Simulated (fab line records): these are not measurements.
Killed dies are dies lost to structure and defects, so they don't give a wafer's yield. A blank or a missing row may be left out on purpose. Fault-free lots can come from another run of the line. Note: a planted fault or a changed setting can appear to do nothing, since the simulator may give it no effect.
Chamber matching + flow sfq-line + SFQ_TRILAYER_I0_VIA_ETCH_VIA_ETCH_034 on rie-diel-01 has 4 sister chambers
The step etches SiO2 in CHF3, stops on Nb, target depth 260 nm. 4 wafers are shown with their chamber, then 7 later ones without.

WAFERS, EACH WITH ITS CHAMBER
| wafer  | chamber | oes-product-au (a.u.) |
|--------|---------|-----------------------|
| L255.6 | 0       | 0.854                 |
| L256.6 | 2       | 0.854                 |
| L269.1 | 3       | 0.855                 |
| L269.3 | 1       | 0.862                 |

WAFERS WITH NO CHAMBER GIVEN
| wafer  | oes-product-au (a.u.) |
|--------|-----------------------|
| L269.4 | 0.862                 |
| L272.2 | 0.860                 |
| L272.3 | 0.853                 |
| L272.4 | 0.851                 |
| L274.1 | 0.851                 |
| L274.3 | 0.857                 |
| L274.6 | 0.860                 |

WHICH CHAMBER EACH ONE RAN IN
| wafer  | from the rows above               | in truth                   |
|--------|-----------------------------------|----------------------------|
| L269.4 | 1                                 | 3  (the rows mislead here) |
| L272.2 | can't be placed: 1 or 3 or 0 or 2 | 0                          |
| L272.3 | can't be placed: 0 or 2 or 3      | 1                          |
| L272.4 | can't be placed: 0 or 2 or 3      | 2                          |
| L274.1 | can't be placed: 0 or 2 or 3      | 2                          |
| L274.3 | can't be placed: 3 or 0 or 2 or 1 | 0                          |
| L274.6 | can't be placed: 1 or 3 or 0 or 2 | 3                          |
0 of 7 placed correctly. Can't be placed from these rows: 6 (the true chamber is among the candidates in 5). Number placed wrongly: 1.
How it was worked out, from the rows above alone: a wafer's distance from a chamber is the root of the sum, over the readings, of the square of ((its reading less the chamber's mean) divided by the reading's scatter). The wafer belongs to the nearest chamber; if the next one is less than 2 further off, it can't be placed. For every chamber, the mean is computed from those of its wafers that are shown. The scatter: root of mean squared gap, hidden wafer to nearest shown wafer, with one shown wafer a chamber.
